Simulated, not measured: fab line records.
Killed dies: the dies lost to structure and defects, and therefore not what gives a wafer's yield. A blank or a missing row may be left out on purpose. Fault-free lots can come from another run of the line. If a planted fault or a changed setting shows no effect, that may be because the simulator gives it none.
2 desks looking at one fault / flow gf180mcu / each desk holds nothing but its own numbers, with what lay behind them at the end

AT THE METROLOGY DESK
Lot by lot, what the gauges showed, no matter which tool ran the lot: averages of those sampled wafers that carry a number. The brackets show how far a lot's mean lies from the usual mean; more than 4 standard deviations puts the lot out of limits, marked OUT.
Columns: A = DUAL_GATE_OXIDATION_00_THK at GF_DUAL_GATE_THK_MEAS_03, usual 10.80 nm; B = POLY_GATE_CVD_00_THK at GF_POLY_GATE_THK_MEAS_01, usual 200.0 nm; C = HV_LDD_CVD_54_THK at GF_HV_LDD_THK_MEAS_55, usual 9.96 nm
lot=L375; first seen here=day 7 13:17; A=10.64; B=200.2; C=9.71
lot=L376; first seen here=day 8 02:04; A=10.95; B=197.5; C=9.95
lot=L378; first seen here=day 8 08:41; A=11.02; B=202.0; C=10.03
lot=L379; first seen here=day 8 23:55; A=10.72; B=199.0; C=9.91
lot=L381; first seen here=day 9 15:11; A=10.54; B=199.6; C=9.93
lot=L382; first seen here=day 9 15:11; A=10.41; B=196.7; C=13.94 (+28) OUT
lot=L383; first seen here=day 9 19:10; A=10.74; B=201.0; C=10.18
lot=L387; first seen here=day 10 23:44; A=10.80; B=201.8; C=9.86
lot=L392; first seen here=day 12 13:41; A=11.06; B=200.9; C=10.21
lot=L393; first seen here=day 12 15:28; A=10.94; B=197.8; C=10.04
lot=L394; first seen here=day 12 23:10; A=10.76; B=202.1; C=10.07
lot=L396; first seen here=day 13 16:37; A=10.73; B=201.5; C=10.10
lot=L397; first seen here=day 14 01:11; A=10.67; B=199.1; C=9.91
This desk's result: L382 out of limits, first on L382 (HV_LDD_CVD_54_THK at GF_HV_LDD_THK_MEAS_55), day 14 20:43. L375, L376, L378, L379, L381, L383, L387, L392, L393, L394, L396, L397 stayed within limits.

FOR THE TOOL OWNER'S DESK: lpcvd-01
The tool's own readings at GF_HV_LDD_CVD_54 (deposits SiO2 from TEOS, target thk 10 nm, time 75 s): means of the sampled wafers that have a number, for each lot that ran on this tool. The brackets show how far a lot's mean lies from the usual mean; more than 4 standard deviations puts the lot out of limits, marked OUT.
Columns: A = pressure mtorr at GF_HV_LDD_CVD_54, usual 399.7 mTorr; B = spike tc centre C at GF_HV_LDD_CVD_54, usual 680.5 C; C = spike tc upper C at GF_HV_LDD_CVD_54, usual 680.5 C; D = zone power centre pct at GF_HV_LDD_CVD_54, usual 11.7 %; E = zone power upper pct at GF_HV_LDD_CVD_54, usual 9.6 %
lot=L375; first seen here=day 12 08:19; A=399.6; B=679.9; C=680.3; D=11.6; E=8.1
lot=L376; first seen here=day 13 01:43; A=399.0; B=679.4; C=680.9; D=10.8; E=10.3
lot=L379; first seen here=day 14 02:46; A=401.5; B=680.5; C=681.1; D=10.8; E=10.2
lot=L381; first seen here=day 14 17:14; A=398.6; B=680.3; C=680.4; D=10.8; E=10.2
lot=L382; first seen here=day 14 19:41; A=399.2; B=673.7 (-5.3) OUT; C=715.2 (+22) OUT; D=7.7 (-4.5) OUT; E=14.3 (+4.7) OUT
lot=L383; first seen here=day 14 22:17; A=400.2; B=675.8; C=716.0 (+22) OUT; D=7.2 (-5.1) OUT; E=18.2 (+8.6) OUT
lot=L392; first seen here=day 18 03:47; A=399.2; B=679.8; C=680.2; D=11.6; E=8.1
lot=L394; first seen here=day 18 18:53; A=400.2; B=680.7; C=681.1; D=10.8; E=10.2
lot=L396; first seen here=day 19 12:43; A=398.9; B=680.4; C=679.7; D=11.5; E=8.1
lot=L397; first seen here=day 19 23:58; A=399.4; B=679.7; C=681.2; D=10.9; E=10.2
This desk finds L382, L383 out of limits, L382 being first, at day 14 19:41 (spike tc centre C at GF_HV_LDD_CVD_54). L375, L376, L379, L381, L392, L394, L396, L397 stayed within limits.

BROUGHT TOGETHER
On L382, L383, at day 14 19:41, an alarm was possible from the tool owner's desk.
An alarm was possible from the metrology desk at day 14 20:43, on L382.
The metrology desk holds a record of L383, inside its limits.
The lots listed all ran GF_HV_LDD_CVD_54 on lpcvd-01.

WHAT WAS PUT IN BY THE SIMULATOR
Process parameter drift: lpcvd-01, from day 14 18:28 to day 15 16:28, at GF_HV_LDD_CVD_54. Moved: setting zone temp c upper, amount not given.
Lots struck among those shown: L382, L383.
Time in hours from fault onset to the first out-of-limits reading at each desk: tool owner's desk 1, metrology desk 2.
